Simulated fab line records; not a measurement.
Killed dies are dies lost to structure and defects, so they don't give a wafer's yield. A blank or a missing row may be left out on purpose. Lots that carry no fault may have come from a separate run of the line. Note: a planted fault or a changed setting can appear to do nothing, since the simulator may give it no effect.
Code-filled problem report in 8D (eight disciplines) form | flow gf180mcu | the parts of the form that need people (team, actions taken, sign-off) are left out

== 1. WHAT WENT WRONG ==
Mean NSD_RS at GF_PSD_RS_MEAS_14: 44.74 ohm/sq over 4 wafers in 2 lots; fault-free wafers: 46.13 ohm/sq, standard deviation 0.085. That puts it -16 standard deviations away from the usual mean.
The step: measures by four-point-probe.
Seen first at day 16 05:46 on filmMetro-01, wafer L949.4. At this step, 34 wafers from 12 lots have a number in the record. The rule behind "out" and "out of limits": a value lying over 4 standard deviations away from the usual mean. All remaining wafers that have a number are taken as sound.

== 2. WHAT IT IS, WHAT IT ISN'T ==
question                    | is                         | is not
which readings at this step | NSD_RS                     | -
which lots                  | L949, L951                 | L947, L950, L954, L960, L961, L962, L963, L964, L965, L966
which wafers of those lots  | all that have a number     | -
read on which gauges        | filmMetro-01, filmMetro-03 | filmMetro-04
when                        | from day 16 05:46          | up to then (3 sound wafers); but 27 sound wafers of L950, L954, L960, L961, L962, L963, L964, L965, L966 came after

== 3. THE SUSPECTS, EACH WITH WHAT RULES IT OUT ==
Counting: a tool at any process step up to the reading remains a suspect when it ran all the lots that are out and ran no sound lot after the first of those.
- the gauge at GF_PSD_RS_MEAS_14: ruled out. 2 gauges (filmMetro-01, filmMetro-03) read the wafers that are out.
- plasmaAsher-03 at GF_HV_LDD_STRIP_37 (strips in O2/N2): ruled out as a lasting fault. Following L949 (day 13 09:31), the first lot on it that is out, the sound lots L961, L962, L964 were run on it.
- implanter-03 at GF_NSD_IMPLANT_09: ruled out as a lasting fault. Following L949 (day 15 07:01), the first lot on it that is out, the sound lots L965, L966 were run on it.
Left after counting: nothing in the record.

== 4. THE CAUSE (what the simulator had put in) ==
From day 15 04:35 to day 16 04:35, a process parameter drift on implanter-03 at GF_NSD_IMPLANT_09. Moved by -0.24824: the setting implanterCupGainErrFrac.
Counting ruled it out, wrongly: the rule takes a fault to strike every lot that its tool runs from its start on, and this one did not.

== 5. THE EFFECT CHAIN, in route order ==
Each row: a reading whose mean over the struck wafers that have a number lies more than 3 standard deviations from the usual. Scope: only readings with a usual standard deviation given in the record; hours: median across lots of the time from each lot's start at the first step in this table that gives one to its start at this step; sigmas: change in usual standard deviations.
hours | step              | reading              | usual        | on struck wafers | change | sigmas
0     | GF_NSD_IMPLANT_09 | beamOnS              | 18.0 s       | 22.5             | +4.5   | +4.5
0     | GF_NSD_IMPLANT_09 | faradayCurrentUA     | 12227        | 9724             | -2503  | -3.6
0     | GF_NSD_STRIP_11   | stripTimeToEndpointS | 22.97 s      | 23.80            | +0.83  | +21
23    | GF_PSD_RS_MEAS_14 | NSD_RS               | 46.13 ohm/sq | 44.74            | -1.39  | -16
The process steps in it:
- GF_NSD_IMPLANT_09
- GF_NSD_STRIP_11: strips in O2/N2.

== 6. HOW IT WOULD HAVE BEEN CAUGHT EARLIER ==
Counted from the fault's start at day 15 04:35, it took 25 hours until the first out-of-limits reading at a measuring or inspecting step in this record, taken at day 16 05:46.
At GF_NSD_IMPLANT_09, the tool's own readings (beamOnS) were out on each struck wafer the step has a row for, so an alarm limit on them would have fired on the first such wafer.
